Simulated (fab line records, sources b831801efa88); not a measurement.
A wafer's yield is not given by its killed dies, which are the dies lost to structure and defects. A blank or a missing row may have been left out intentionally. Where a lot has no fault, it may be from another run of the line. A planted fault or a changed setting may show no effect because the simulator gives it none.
fab line records | flow sky130
record: lots: 6 wafers: 18 last-day: 50
route steps=708 shown SPACER@306 POLY_CUT@307 SD_P@320 RES_XHIGH@332 SD_N@342 PAD_OPEN@708
lots with no fault: from the same line, run without faults
start-h: hours from the record's opening day to when the first of the lot's shown wafers began | wait-h: hours from the lot's prior step to this one | " the same as in the row above | L1.1+2: a row that stands for several wafers | - no value, or no start was given | * or withheld: withheld | < > ~ a bound
route shown NAME@n: names a module that has steps shown in the file, with the first one's number in the route | usual: mean/standard deviation taken from wafers without a fault | same: alike in all rows | chamber/n: place in a boat | sites: the reading at each site | _std_site: the values' standard deviation | _edge_site: the outer-site mean with the inner-site mean subtracted | radius-mm: how far each site lies from the wafer's centre | mask NAME#n: copy n | behind: the tool/chamber that last shaped the wafer | hold: why the lot went on hold/how many hours it stayed there/how the hold came to an end | device: transistor that didn't switch, given as n, p or np | end of line: tests run on the same wafers once the route is complete | a step given without rows: its recipe and nothing more | killed: at the first sort, the dies lost to defects and structure; wafer yield is something else | map: shows each die of a wafer: x if killed, . if not, _ if none is there
set.NAME: the setting as run; set.NAME@STEP: as run at that earlier step | model.NAME: the simulator's own value behind a step, which no gauge read
lots at some steps of the route; a table a step, a row a wafer
services: a tool's chamber out of use, with start hour (start-h, from the record's first day; less than 0 if before it), hours out, and reason
== steps ==
step: SKY_SPACER_ETCHBACK_02
recipe: chemistry: CH3F/O2 target: Si3N4 stop-on: SiO2 source-w: 400 bias-w: 80 pressure-mtorr: 25 ch3f-flow-sccm: 40 O2_flow_sccm: 30 time-s: 46.7 target-depth-a: 450
usual: bias-w: 80.02/0.28 drypump-motor-current-A: 5.7/0.59 oes-product-au: 0.854/0.0066 throttle-valve-pct: 10.561/0.009
columns lot.wafer tool chamber start-h wait-h bias-w drypump-motor-current-A oes-product-au rf-hours-counter-h throttle-valve-pct
L987.1 rie-diel-01 2 539.84 0.1 79.84 6.4 0.853 11 10.572
L987.4 " 3 " " 80.00 5.2 0.852 63 10.562
L987.5 " 1 " " 79.86 5.0 0.852 - 10.583
L993.1 rie-diel-03 2 605.50 0.1 80.22 5.4 0.858 24 10.579
L993.2 " 3 " " 80.06 6.5 0.861 14 10.554
L993.5 " 3 " " 79.86 6.5 0.859 - 10.564
L994.2 rie-diel-04 2 609.11 0.0 80.27 4.9 0.856 1 10.570
L994.3 " 3 " " 79.80 5.6 0.861 14 10.558
L994.4 " 0 " " 80.15 4.9 0.863 14 10.546
L103.3 rie-diel-01 3 677.57 0.0 80.52 5.2 0.854 1 10.541
L103.5 " 2 " " 80.40 6.4 0.857 - 10.566
L103.6 " 1 " " 79.99 5.0 0.848 - 10.550
L104.3 rie-diel-01 1 682.10 0.0 80.72 5.0 0.856 3 10.558
L104.4 " 3 " " 79.52 5.2 0.854 1 10.551
L104.5 " 2 " " 79.88 6.4 0.847 - 10.562
L106.1 rie-diel-04 3 704.69 0.1 79.65 5.6 0.849 15 10.548
L106.2 " 0 " " 79.58 4.9 0.849 16 10.567
L106.4 " 2 " " 80.53 4.9 0.848 3 10.553
step: SKY_POLY_CUT_DEHYDRATE_00
recipe: temp-c: 200 time-s: 60
step: SKY_POLY_CUT_HMDS_01
recipe: prime-time-s: 60 prime-temp-c: 120
step: SKY_POLY_CUT_COAT_02
recipe: resist: BARC temp-c: withheld time-s: withheld spin-rpm: 3000 resist-thk-nm: 60
step: SKY_POLY_CUT_COAT_03
recipe: resist: KrF-thick spin-rpm: 3000 resist-thk-nm: 450
step: SKY_POLY_CUT_SOFTBAKE_04
recipe: temp-c: 100 time-s: 90 resist: KrF-thick
step: SKY_POLY_CUT_EXPOSE_05
recipe: mask-id: NPCM na: 0.8 source-shape: annular sigma-inner: 0.55 sigma-outer: 0.85 target-cd-nm: 270 dose-mj: 32
step: SKY_POLY_CUT_PEB_06
recipe: peb-temp-c: withheld peb-time-s: withheld resist: KrF-thick
step: SKY_POLY_CUT_DEVELOP_07
recipe: develop-time-s: 60 resist: KrF-thick dev-temp-c: 21
step: SKY_POLY_CUT_CD_MEAS_08
recipe: target-cd-nm: 270
usual: cd-nm: 269.6/1.5
columns lot.wafer tool chamber start-h wait-h cd-nm
L987.1 cd-sem-01 - 568.70 - 271.1
L987.4 " - " " 268.4
L987.5 " - " " 270.2
L993.1 cd-sem-01 - 634.75 - 268.4
L993.2 " - " " 269.0
L993.5 " - " " 270.0
L994.2 cd-sem-01 - 638.02 - 267.9
L994.3 " - " " 269.0
L994.4 " - " " 267.3
L103.3 cd-sem-01 - 705.89 - 266.6
L103.5 " - " " 266.5
L103.6 " - " " 267.4
L104.3 cd-sem-01 - 710.69 - 269.0
L104.4 " - " " 268.8
L104.5 " - " " 267.3
L106.1 cd-sem-02 - 732.51 - 269.6
L106.2 " - " " 268.7
L106.4 " - " " 269.4
step: SKY_POLY_CUT_OVL_MEAS_09
usual: POLY_CUT_OVL: 0/6
columns lot.wafer tool chamber start-h wait-h POLY_CUT_OVL[nm]
L987.1 overlay-02 - 568.82 0.1 -7
L987.4 " - " " -7
L987.5 " - " " -4
L993.1 overlay-01 - 634.87 0.1 5
L993.2 " - " " 0
L993.5 " - " " 9
L994.2 overlay-02 - 638.13 0.1 -2
L994.3 " - " " -11
L994.4 " - " " -1
L103.3 overlay-01 - 705.99 0.1 0
L103.5 " - " " 2
L103.6 " - " " 1
L104.3 overlay-01 - 710.79 0.1 5
L104.4 " - " " 2
L104.5 " - " " 2
L106.1 overlay-01 - 732.63 0.1 3
L106.2 " - " " 0
L106.4 " - " " 4
step: SKY_POLY_CUT_ETCH_10
recipe: chemistry: N2/H2 target: BARC ion-energy-ev: 200 source-w: 500 bias-w: 100 pressure-mtorr: 30 n2-flow-sccm: 100 h2-flow-sccm: 200 stop-on: SiO2 time-s: 45.9 target-depth-a: 600
usual: bias-w: 100.0/0.3 drypump-motor-current-A: 5.7/0.53 oes-product-au: 0.855/0.0051 throttle-valve-pct: 13.225/0.0096
columns lot.wafer tool chamber start-h wait-h bias-w drypump-motor-current-A oes-product-au rf-hours-counter-h throttle-valve-pct
L987.1 rie-diel-01 0 568.86 0.0 99.5 6.4 0.859 11 13.234
L987.4 " 0 " " 99.7 6.4 0.859 - 13.228
L987.5 " 2 " " 100.3 6.4 0.860 - 13.224
L993.1 rie-diel-03 3 634.91 0.0 100.0 6.5 0.857 14 13.236
L993.2 " 2 " " 99.6 5.4 0.858 24 13.217
L993.5 " 2 " " 100.1 5.4 0.860 - 13.213
L994.2 rie-diel-03 1 638.16 0.0 100.1 6.2 0.853 6 13.244
L994.3 " 2 " " 100.3 5.4 0.862 25 13.202
L994.4 " 3 " " 100.1 6.5 0.850 14 13.221
L103.3 rie-diel-03 2 706.01 0.0 99.9 5.4 0.861 26 13.236
L103.5 " 1 " " 99.7 6.2 0.859 - 13.220
L103.6 " 2 " " 100.3 5.4 0.856 - 13.220
L104.3 rie-diel-02 1 710.81 0.0 100.1 5.3 0.855 7 13.230
L104.4 " 3 " " 99.7 5.0 0.862 4 13.225
L104.5 " 1 " " 99.8 5.3 0.847 - 13.224
L106.1 rie-diel-02 2 732.67 0.0 100.2 5.6 0.857 8 13.222
L106.2 " 1 " " 100.1 5.3 0.860 8 13.226
L106.4 " 0 " " 100.0 5.7 0.851 8 13.241
step: SKY_POLY_CUT_ETCH_11
recipe: target: Si3N4 chemistry: CF4/CH2F2/Ar stop-on: poly-Si source-w: 600 bias-w: 150 pressure-mtorr: 40 cf4-flow-sccm: 40 ch2f2-flow-sccm: 20 Ar_flow_sccm: 150 time-s: 42.5 target-depth-a: 600
usual: bias-w: 150.0/0.45 drypump-motor-current-A: 5.7/0.53 oes-product-au: 0.828/0.0059 throttle-valve-pct: 14.992/0.0091
columns lot.wafer tool chamber start-h wait-h bias-w drypump-motor-current-A oes-product-au rf-hours-counter-h throttle-valve-pct
L987.1 rie-diel-01 0 568.90 0.0 150.2 6.4 0.829 11 14.999
L987.4 " 0 " " 149.6 6.4 0.827 - 15.011
L987.5 " 2 " " 150.1 6.4 0.834 - 14.994
L993.1 rie-diel-03 3 634.95 0.0 149.6 6.5 0.833 14 15.004
L993.2 " 2 " " 149.7 5.4 0.828 24 14.973
L993.5 " 2 " " 150.0 5.4 0.825 - 14.993
L994.2 rie-diel-03 1 638.20 0.0 149.8 6.2 0.835 6 14.992
L994.3 " 2 " " 149.6 5.4 0.832 25 14.979
L994.4 " 3 " " 150.5 6.5 0.831 14 14.987
L103.3 rie-diel-03 2 706.05 0.0 150.2 5.4 0.835 26 14.979
L103.5 " 1 " " 150.3 6.2 0.839 - 15.020
L103.6 " 2 " " 149.7 5.4 0.827 - 14.979
L104.3 rie-diel-02 1 710.85 0.0 150.2 5.3 0.828 7 14.975
L104.4 " 3 " " 149.9 5.0 0.822 4 14.997
L104.5 " 1 " " 150.2 5.3 0.828 - 14.989
L106.1 rie-diel-02 2 732.71 0.0 150.2 5.6 0.825 8 15.003
L106.2 " 1 " " 150.0 5.3 0.830 8 14.992
L106.4 " 0 " " 150.7 5.7 0.833 8 14.986
step: SKY_POLY_CUT_STRIP_12
recipe: chemistry: O2/N2 power-w: 1400 pressure-mtorr: 1500 platen-temp-c: withheld o2-flow-sccm: 3000 n2-flow-sccm: 300 overash-fraction: 0.5
usual: drypump-motor-current-A: 5.9/0.51 o2-flow-sccm: 3000/8.4 oes-product-au: 0.453/0.0048 strip-time-to-endpoint-s: 5.359/0.018
same: overash-fraction: 0.5
columns lot.wafer tool chamber start-h wait-h drypump-motor-current-A o2-flow-sccm oes-product-au rf-hours-counter-h strip-time-to-endpoint-s
L987.1 plasma-asher-04 1 568.94 0.0 6.6 2993 0.440 43 5.360
L987.4 " 1 " " 6.6 2997 0.455 - 5.365
L987.5 " 0 " " 5.3 2998 0.450 - 5.356
L993.1 plasma-asher-03 0 634.99 0.0 6.3 3000 0.459 79 5.403
L993.2 " 1 " " 5.7 3006 0.444 79 5.387
L993.5 " 1 " " 5.7 3000 0.447 - 5.381
L994.2 plasma-asher-03 1 638.24 0.0 5.7 3002 0.453 79 5.364
L994.3 " 0 " " 6.3 2987 0.461 - 5.397
L994.4 " 1 " " 5.7 2997 0.449 - 5.381
L103.3 plasma-asher-01 0 706.13 0.1 5.3 3014 0.442 - 5.361
L103.5 " 1 " " 6.3 2992 0.454 - 5.344
L103.6 " 0 " " 5.3 3005 0.455 - 5.338
L104.3 plasma-asher-03 1 710.93 0.1 5.7 3000 0.455 - 5.362
L104.4 " 0 " " 6.3 3009 0.450 - 5.336
L104.5 " 1 " " 5.7 2993 0.451 - 5.358
L106.1 plasma-asher-04 0 732.75 0.0 5.3 2996 0.453 59 5.345
L106.2 " 1 " " 6.6 3005 0.458 59 5.371
L106.4 " 0 " " 5.3 3007 0.455 - 5.374
step: SKY_SD_P_DEHYDRATE_00
recipe: temp-c: 200 time-s: 60
step: SKY_SD_P_HMDS_01
recipe: prime-time-s: 60 prime-temp-c: 120
step: SKY_SD_P_COAT_02
recipe: resist: NOVOLAK spin-rpm: 3000 resist-thk-nm: 1140
step: SKY_SD_P_SOFTBAKE_03
recipe: temp-c: 90 time-s: 60 resist: NOVOLAK
step: SKY_SD_P_EXPOSE_04
recipe: mask-id: PSDM na: 0.6 source-shape: conventional sigma-outer: 0.6 polarization: unpolarized target-cd-nm: 380 dose-mj: 138
step: SKY_SD_P_PEB_05
recipe: temp-c: withheld time-s: * resist: NOVOLAK
step: SKY_SD_P_DEVELOP_06
recipe: resist: NOVOLAK developer: TMAH develop-time-s: 60 dev-temp-c: 23
step: SKY_SD_P_CD_MEAS_07
recipe: target-cd-nm: 380
usual: cd-nm: 379.8/2.3
columns lot.wafer tool chamber start-h wait-h cd-nm
L987.1 cd-sem-01 - 599.15 0.1 377.0
L987.4 " - " " 378.2
L987.5 " - " " 378.6
L993.1 cd-sem-01 - 664.00 0.1 382.8
L993.2 " - " " 384.6
L993.5 " - " " 382.1
L994.2 cd-sem-01 - 668.02 0.1 381.3
L994.3 " - " " 384.8
L994.4 " - " " 380.7
L103.3 cd-sem-01 - 734.57 0.2 381.8
L103.5 " - " " 383.5
L103.6 " - " " 383.7
L104.3 cd-sem-01 - 738.82 0.2 380.0
L104.4 " - " " 379.9
L104.5 " - " " 379.6
L106.1 cd-sem-01 - 759.55 0.1 379.0
L106.2 " - " " 377.6
L106.4 " - " " 378.8
step: SKY_SD_P_OVL_MEAS_08
usual: SD_P_OVL: -0.4/1.3
columns lot.wafer tool chamber start-h wait-h SD_P_OVL[nm]
L987.1 overlay-02 - 599.27 0.1 0.7
L987.4 " - " " -2.2
L987.5 " - " " -1.6
L993.1 overlay-01 - 664.12 0.1 2.2
L993.2 " - " " 0.3
L993.5 " - " " 0.4
L994.2 overlay-01 - 668.13 0.1 -1.4
L994.3 " - " " -1.4
L994.4 " - " " -1.8
L103.3 overlay-01 - 734.66 0.1 0.3
L103.5 " - " " 1.3
L103.6 " - " " 0.1
L104.3 overlay-02 - 738.91 0.1 -0.7
L104.4 " - " " -1.0
L104.5 " - " " 0.7
L106.1 overlay-01 - 759.67 0.1 0.4
L106.2 " - " " 1.5
L106.4 " - " " 0.0
step: SKY_SD_P_IMPLANT_09
recipe: species: BF2 energy-kev: 20 dose-cm2: 3e+15 tilt-deg: 0
step: SKY_SD_P_STRIP_10
recipe: chemistry: O2/N2 power-w: 1400 pressure-mtorr: 1500 platen-temp-c: withheld o2-flow-sccm: 3000 n2-flow-sccm: 300 overash-fraction: 0.5
usual: drypump-motor-current-A: 5.9/0.42 o2-flow-sccm: 3001/8.7 oes-product-au: 0.618/0.0046 strip-time-to-endpoint-s: 17.50/0.044
same: overash-fraction: 0.5
columns lot.wafer tool chamber start-h wait-h drypump-motor-current-A o2-flow-sccm oes-product-au rf-hours-counter-h strip-time-to-endpoint-s
L987.1 plasma-asher-02 0 599.46 0.1 5.9 3004 0.617 92 17.50
L987.4 " 0 " " 5.9 3001 0.617 - 17.52
L987.5 " 1 " " 5.6 3004 0.607 - 17.53
L993.1 plasma-asher-02 0 664.31 0.1 5.9 3012 0.622 99 17.51
L993.2 " 1 " " 5.6 2985 0.614 99 17.48
L993.5 " 1 " " 5.6 2997 0.619 - 17.51
L994.2 plasma-asher-03 0 668.31 0.1 6.3 2993 0.617 82 17.52
L994.3 " 1 " " 5.7 2988 0.614 - 17.52
L994.4 " 0 " " 6.3 2994 0.620 - 17.51
L103.3 plasma-asher-03 0 734.87 0.1 6.3 3004 0.609 - 17.56
L103.5 " 1 " " 5.8 2989 0.613 - 17.59
L103.6 " 0 " " 6.3 3009 0.614 - 17.52
L104.3 plasma-asher-04 1 739.12 0.1 6.6 3004 0.617 - 17.56
L104.4 " 0 " " 5.3 3018 0.620 - 17.59
L104.5 " 0 " " 5.3 2998 0.616 - 17.55
L106.1 plasma-asher-04 1 759.86 0.1 6.6 3005 0.623 61 17.54
L106.2 " 0 " " 5.3 3002 0.624 61 17.55
L106.4 " 1 " " 6.6 2998 0.621 - 17.50
step: SKY_SD_P_TW_MEAS_11
usual: SD_P_TW: 2828/28
columns lot.wafer tool chamber start-h wait-h SD_P_TW
L987.1 film-metro-03 - 599.56 0.1 2853
L987.4 " - " " 2832
L987.5 " - " " 2860
L993.1 film-metro-04 - 664.41 0.1 2804
L993.2 " - " " 2813
L993.5 " - " " 2811
L994.2 film-metro-04 - 668.42 0.1 2810
L994.3 " - " " 2814
L994.4 " - " " 2802
L103.3 film-metro-02 - 734.96 0.1 2857
L103.5 " - " " 2851
L103.6 " - " " 2851
L104.3 film-metro-02 - 739.21 0.1 2841
L104.4 " - " " 2835
L104.5 " - " " 2848
L106.1 film-metro-04 - 759.96 0.1 2793
L106.2 " - " " 2781
L106.4 " - " " 2785
step: SKY_RES_XHIGH_DEHYDRATE_00
recipe: temp-c: 200 time-s: 60
step: SKY_RES_XHIGH_HMDS_01
recipe: prime-time-s: 60 prime-temp-c: 120
step: SKY_RES_XHIGH_COAT_02
recipe: resist: NOVOLAK spin-rpm: 3000 resist-thk-nm: 1140
step: SKY_RES_XHIGH_SOFTBAKE_03
recipe: temp-c: 90 time-s: 60 resist: NOVOLAK
step: SKY_RES_XHIGH_EXPOSE_04
recipe: mask-id: URPM na: 0.6 source-shape: conventional sigma-outer: 0.6 polarization: unpolarized target-cd-nm: 1270 dose-mj: 140
step: SKY_RES_XHIGH_PEB_05
recipe: temp-c: withheld time-s: * resist: NOVOLAK
step: SKY_RES_XHIGH_DEVELOP_06
recipe: resist: NOVOLAK developer: TMAH develop-time-s: 60 dev-temp-c: 23
step: SKY_RES_XHIGH_IMPLANT_07
recipe: species: BF2 energy-kev: 20 dose-cm2: 3.6e+14 tilt-deg: 0
step: SKY_RES_XHIGH_STRIP_08
recipe: chemistry: O2/N2 power-w: 1400 pressure-mtorr: 1500 platen-temp-c: withheld o2-flow-sccm: 3000 n2-flow-sccm: 300 overash-fraction: 0.5
usual: drypump-motor-current-A: 5.9/0.37 o2-flow-sccm: 2999/8.6 oes-product-au: 0.711/0.005 strip-time-to-endpoint-s: 14.27/0.041
same: overash-fraction: 0.5
columns lot.wafer tool chamber start-h wait-h drypump-motor-current-A o2-flow-sccm oes-product-au rf-hours-counter-h strip-time-to-endpoint-s
L987.1 plasma-asher-01 1 628.66 0.1 6.2 2987 0.706 16 14.29
L987.4 " 0 " " 5.3 2995 0.711 - 14.32
L987.5 " 1 " " 6.2 2985 0.717 - 14.32
L993.1 plasma-asher-01 1 693.11 0.1 6.2 2992 0.711 23 14.26
L993.2 " 0 " " 5.3 3009 0.719 23 14.25
L993.5 " 1 " " 6.3 2991 0.717 - 14.20
L994.2 plasma-asher-03 1 696.31 0.1 5.7 3002 0.708 85 14.21
L994.3 " 0 " " 6.3 2994 0.715 - 14.23
L994.4 " 1 " " 5.7 2985 0.712 - 14.26
L103.3 plasma-asher-01 1 762.45 0.1 6.2 3004 0.709 - 14.30
L103.5 " 0 " " 5.3 3009 0.720 - 14.27
L103.6 " 1 " " 6.2 2996 0.708 - 14.28
L104.3 plasma-asher-01 0 767.55 0.1 5.3 3022 0.718 - 14.29
L104.4 " 1 " " 6.3 2990 0.696 - 14.30
L104.5 " 0 " " 5.3 2997 0.707 - 14.31
L106.1 plasma-asher-02 0 787.08 0.1 5.9 3011 0.709 4 14.19
L106.2 " 1 " " 5.6 2987 0.709 4 14.23
L106.4 " 1 " " 5.6 2993 0.700 - 14.22
step: SKY_RES_XHIGH_TW_MEAS_09
usual: RES_XHIGH_TW: 1643/16
columns lot.wafer tool chamber start-h wait-h RES_XHIGH_TW
L987.1 film-metro-04 - 628.76 0.1 1631
L987.4 " - " " 1627
L987.5 " - " " 1622
L993.1 film-metro-03 - 693.21 0.1 1647
L993.2 " - " " 1649
L993.5 " - " " 1654
L994.2 film-metro-02 - 696.42 0.1 1647
L994.3 " - " " 1644
L994.4 " - " " 1656
L103.3 film-metro-04 - 762.53 0.1 1617
L103.5 " - " " 1624
L103.6 " - " " 1612
L104.3 film-metro-02 - 767.63 0.1 1646
L104.4 " - " " 1652
L104.5 " - " " 1656
L106.1 film-metro-03 - 787.18 0.1 1654
L106.2 " - " " 1650
L106.4 " - " " 1652
step: SKY_SD_N_DEHYDRATE_00
recipe: temp-c: 200 time-s: 60
step: SKY_SD_N_HMDS_01
recipe: prime-time-s: 60 prime-temp-c: 120
step: SKY_SD_N_COAT_02
recipe: resist: NOVOLAK spin-rpm: 3000 resist-thk-nm: 1140
step: SKY_SD_N_SOFTBAKE_03
recipe: temp-c: 90 time-s: 60 resist: NOVOLAK
step: SKY_SD_N_EXPOSE_04
recipe: mask-id: NSDM na: 0.6 source-shape: conventional sigma-outer: 0.6 polarization: unpolarized target-cd-nm: 380 dose-mj: 141
step: SKY_SD_N_PEB_05
recipe: temp-c: withheld time-s: * resist: NOVOLAK
step: SKY_PAD_OPEN_PROBE_99
usual: killed_at_M0_to_M3: 42/6.4 killed_at_M4_up: 3.2/1.9 killed-at-contacts: 24/4.8 killed-at-front-end: 16/4.4 killed-at-other: 0.3/0.55 killed-dies: 86/8.6 killed-open: 46/6.6 killed-short: 39/5.7
same: gross-dies: 492 killed-at-back-side: 0
columns lot.wafer tool chamber start-h wait-h hold killed_at_M0_to_M3 killed_at_M4_up killed-at-contacts killed-at-front-end killed-at-other killed-dies killed-open killed-short
L987.1 prober-01 - 1082.78 0.1 - 52 3 29 19 0 103 63 40
L987.4 prober-01 - 1082.93 0.2 - 55 3 23 25 0 106 58 48
L987.5 prober-01 - 1082.98 0.2 - 45 3 22 19 0 89 47 42
L993.1 prober-02 - 1130.70 0.1 await-dispo/3.1h/release 50 3 26 74 0 153 52 38
L993.2 prober-02 - 1130.75 0.1 await-dispo/3.1h/release 33 0 27 84 0 144 43 34
L993.5 prober-02 - 1130.90 0.2 await-dispo/3.1h/release 39 2 19 76 1 137 42 31
L994.2 prober-01 - 1132.49 0.1 await-dispo/2.6h/release 45 2 24 81 0 152 44 41
L994.3 prober-01 - 1132.54 0.2 await-dispo/2.6h/release 32 4 21 80 1 138 40 37
L994.4 prober-01 - 1132.59 0.2 await-dispo/2.6h/release 31 6 21 79 1 138 28 45
L103.3 prober-02 - 1174.39 0.2 - 39 5 25 21 1 91 48 40
L103.5 prober-02 - 1174.49 0.2 - 41 2 21 18 0 82 42 40
L103.6 prober-02 - 1174.54 0.2 - 49 3 19 18 0 89 48 41
L104.3 prober-01 - 1178.48 0.2 - 37 3 16 14 0 70 44 26
L104.4 prober-01 - 1178.53 0.2 - 53 4 23 24 0 104 50 54
L104.5 prober-01 - 1178.58 0.2 - 49 2 27 12 0 90 48 42
L106.1 prober-02 - 1191.57 0.1 - 40 2 21 20 0 83 52 31
L106.2 prober-02 - 1191.62 0.1 - 45 3 13 12 0 73 37 36
L106.4 prober-02 - 1191.72 0.2 - 41 1 25 16 1 84 46 38
killed by level:class
L987.1 VIA1:geometric-particle:open=14 VIA3:geometric-particle:open=12 LI_CONTACT:geometric-particle:open=10 VIA2:geometric-particle:open=8 CONTACT:geometric-particle:open=7 METAL2:geometric-particle:short=6 POLY_GATE:geometric-particle:short=5 LOCAL_INTERCONNECT:geometric-particle:short=5
L987.4 VIA1:geometric-particle:open=12 POLY_GATE:geometric-particle:open=9 FIELD_ISO:geometric-particle:open=7 METAL1:geometric-particle:short=7 VIA3:geometric-particle:open=7 LI_CONTACT:geometric-particle:open=6 CONTACT:geometric-particle:open=6 METAL2:geometric-particle:short=6
L987.5 VIA1:geometric-particle:open=12 VIA2:geometric-particle:open=9 CONTACT:geometric-particle:short=7 CONTACT:geometric-particle:open=7 FIELD_ISO:geometric-particle:short=6 VIA3:geometric-particle:open=5 FIELD_ISO:geometric-particle:open=4 LOCAL_INTERCONNECT:geometric-particle:short=4
L993.1 POLY_CUT:unspecified=63 VIA1:geometric-particle:open=11 METAL1:geometric-particle:short=9 CONTACT:geometric-particle:open=8 VIA2:geometric-particle:open=7 VIA3:geometric-particle:open=7 LI_CONTACT:geometric-particle:short=6 LI_CONTACT:geometric-particle:open=6
L993.2 POLY_CUT:unspecified=66 VIA1:geometric-particle:open=10 CONTACT:geometric-particle:open=8 CONTACT:geometric-particle:short=6 LI_CONTACT:geometric-particle:open=6 METAL2:geometric-particle:short=5 VIA2:geometric-particle:open=5 FIELD_ISO:geometric-particle:short=4
L993.5 POLY_CUT:unspecified=63 VIA1:geometric-particle:open=10 CONTACT:geometric-particle:open=8 METAL1:geometric-particle:short=7 VIA3:geometric-particle:open=6 LI_CONTACT:geometric-particle:open=5 VIA2:geometric-particle:open=5 VIA1:geometric-particle:short=4
L994.2 POLY_CUT:unspecified=67 CONTACT:geometric-particle:open=10 VIA1:geometric-particle:open=8 LI_CONTACT:geometric-particle:open=7 VIA2:geometric-particle:open=7 VIA2:geometric-particle:short=5 METAL2:geometric-particle:short=5 FIELD_ISO:geometric-particle:short=4
L994.3 POLY_CUT:unspecified=61 FIELD_ISO:geometric-particle:short=8 LI_CONTACT:geometric-particle:open=6 VIA3:geometric-particle:open=6 VIA1:geometric-particle:short=5 LOCAL_INTERCONNECT:geometric-particle:short=5 CONTACT:geometric-particle:open=5 VIA1:geometric-particle:open=5
L994.4 POLY_CUT:unspecified=65 FIELD_ISO:geometric-particle:short=6 CONTACT:geometric-particle:open=6 METAL2:geometric-particle:short=6 LI_CONTACT:geometric-particle:open=5 LOCAL_INTERCONNECT:geometric-particle:short=5 VIA1:geometric-particle:short=5 METAL4:geometric-particle:short=5
L103.3 CONTACT:geometric-particle:open=9 VIA1:geometric-particle:open=9 VIA3:geometric-particle:open=8 FIELD_ISO:geometric-particle:short=6 LI_CONTACT:geometric-particle:open=6 METAL2:geometric-particle:short=5 VIA2:geometric-particle:open=5 FIELD_ISO:geometric-particle:open=4
L103.5 VIA1:geometric-particle:open=8 LI_CONTACT:geometric-particle:open=7 VIA1:geometric-particle:short=7 VIA2:geometric-particle:open=7 VIA3:geometric-particle:open=6 POLY_GATE:geometric-particle:short=5 POLY_GATE:geometric-particle:open=5 FIELD_ISO:geometric-particle:short=4
L103.6 VIA1:geometric-particle:open=12 CONTACT:geometric-particle:open=8 METAL2:geometric-particle:short=7 VIA3:geometric-particle:open=7 METAL1:geometric-particle:short=6 VIA2:geometric-particle:open=6 LI_CONTACT:geometric-particle:open=5 FIELD_ISO:geometric-particle:short=4
L104.3 CONTACT:geometric-particle:open=10 VIA1:geometric-particle:open=6 VIA3:geometric-particle:open=6 METAL2:geometric-particle:short=5 POLY_GATE:geometric-particle:open=5 VIA1:geometric-particle:short=4 VIA2:geometric-particle:short=4 FIELD_ISO:geometric-particle:open=3
L104.4 VIA1:geometric-particle:open=13 METAL1:geometric-particle:short=9 CONTACT:geometric-particle:open=8 FIELD_ISO:geometric-particle:open=7 FIELD_ISO:geometric-particle:short=6 LOCAL_INTERCONNECT:geometric-particle:short=5 CONTACT:geometric-particle:short=5 METAL1:geometric-particle:open=5
L104.5 CONTACT:geometric-particle:open=10 VIA1:geometric-particle:open=9 VIA2:geometric-particle:open=8 METAL1:geometric-particle:short=7 LI_CONTACT:geometric-particle:open=6 VIA3:geometric-particle:open=6 LOCAL_INTERCONNECT:geometric-particle:short=5 VIA1:geometric-particle:short=5
L106.1 CONTACT:geometric-particle:open=12 VIA3:geometric-particle:open=11 FIELD_ISO:geometric-particle:open=8 VIA1:geometric-particle:open=5 VIA2:geometric-particle:open=5 LI_CONTACT:geometric-particle:open=4 FIELD_ISO:geometric-particle:short=4 VIA1:geometric-particle:short=4
L106.2 VIA1:geometric-particle:open=7 VIA3:geometric-particle:open=7 VIA1:geometric-particle:short=6 VIA2:geometric-particle:open=6 VIA2:geometric-particle:short=5 LI_CONTACT:geometric-particle:open=4 VIA3:geometric-particle:short=4 POLY_GATE:geometric-particle:open=3
L106.4 CONTACT:geometric-particle:open=10 LI_CONTACT:geometric-particle:open=8 VIA3:geometric-particle:open=8 VIA1:geometric-particle:short=7 FIELD_ISO:geometric-particle:short=5 METAL1:geometric-particle:short=5 VIA1:geometric-particle:open=5 METAL2:geometric-particle:short=4
map L993.1 (x killed, . not)
__________.xx..x...._________
________.x.xx......x.._______
______xxxxxxx....xx....._____
_____.xxxxxxxxx...x..x...____
____.xxxxxxxxxxx....x.x...___
___x.xxxxxxxxxx.x......xx..__
__x.xxxxxxxxxxxxx....x..xxx._
_x....xxxxxxx.x...x...x.....x
_.....xxxx.xxxx.x........xx..
_.x.xx.xx.x...x..............
_x........x............x.....
_..xx..x.x....x.....x........
_.x........x.x........x...xx.
_..........xx.x.x....x.....x.
_..x.....x.......x.........x.
__.....x...x....x....x......_
___.........x.x............__
____x............x...x..xx___
_____x..x.........x.x..x.____
______......xx.........._____
________xx..x..xx.x.x._______
__________......x..._________
map L994.2 (x killed, . not)
__________.x........_________
________..x........x.._______
______..x.......x..x..x._____
_____..x.........x....x.x____
____....x.xx......x...x...___
___.xxxxxxxx....xx...x.xx..__
__xxxxxxxxx....x......x....._
_x.xxxxxxxx..x...x....x......
_xxxxxxxxxxxx....x.x..xx...x.
_xxxxxxxxxx.xxx.....x...x....
_xxxxxxxxxx..x...x...x...x...
_..xxxxxx.x..x...x....x.x....
_...x..x..x........xx......x.
_.x.....x....xxx.x....xx...x.
_.......x.......xx....x......
__.....x.x...xx............._
___..x.......x.......x.x.x.__
____.....x...xxx..........___
_____....x..x....x..x....____
______....x.x..........x_____
________x....xx......._______
__________........x._________
== services ==
columns tool chamber start-h hours kind
rie-diel-01 3 519.91 4.6 repair
rie-diel-03 2 525.76 6.1 repair
rie-diel-02 3 539.51 1.3 repair
rie-diel-03 3 549.47 6.7 repair
plasma-asher-01 - 551.27 2.0 repair
rie-diel-01 1 561.07 - clean
rie-diel-01 1 561.07 17.4 scheduled-down
rie-diel-01 1 561.07 17.4 vent-cycle
rie-diel-01 0 598.97 1.4 repair
rie-diel-03 1 605.62 8.5 repair
plasma-asher-04 - 624.56 5.9 repair
rie-diel-01 3 647.98 - clean
rie-diel-01 3 647.98 15.0 scheduled-down
plasma-asher-04 - 653.97 2.2 repair
plasma-asher-03 - 666.36 1.8 repair
rie-diel-02 2 668.60 29.0 repair
plasma-asher-02 - 670.67 3.7 repair
plasma-asher-02 - 674.76 6.2 repair
plasma-asher-04 - 702.46 1.8 repair
rie-diel-04 1 717.12 14.5 repair
plasma-asher-02 - 717.25 1.3 repair
rie-diel-04 3 722.26 1.4 repair
plasma-asher-02 - 733.75 9.0 pm
rie-diel-02 - 784.56 0.1 repair
== key ==
first-sign: step: SKY_PAD_OPEN_PROBE_99 reading: killed-at-front-end direction: up sigmas: 15 usual: 16 struck: 79
effect: step: SKY_PAD_OPEN_PROBE_99 reading: killed-dies direction: up sigmas: 6.8 usual: 86 struck: 144
met-at SKY_POLY_CUT_ETCH_11
struck-wafers L993.1,L993.2,L993.5,L994.2,L994.3,L994.4
tester-left-out L993,L994
fault: kind: chamber-particle-source tool: rie-diel-03 chamber: - onset-h: 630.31 steps: SKY_POLY_CUT_ETCH_11 rate-per-visit-cm2: 1.7462 end-h: 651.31
tester-left-out: of these lots the tester's yield and bins aren't shown, on N5 and GAA mostly nor the transistor test; their killed dies are dies lost to structure and defects alone, not to doping, threshold or leakage, so they don't give the yield
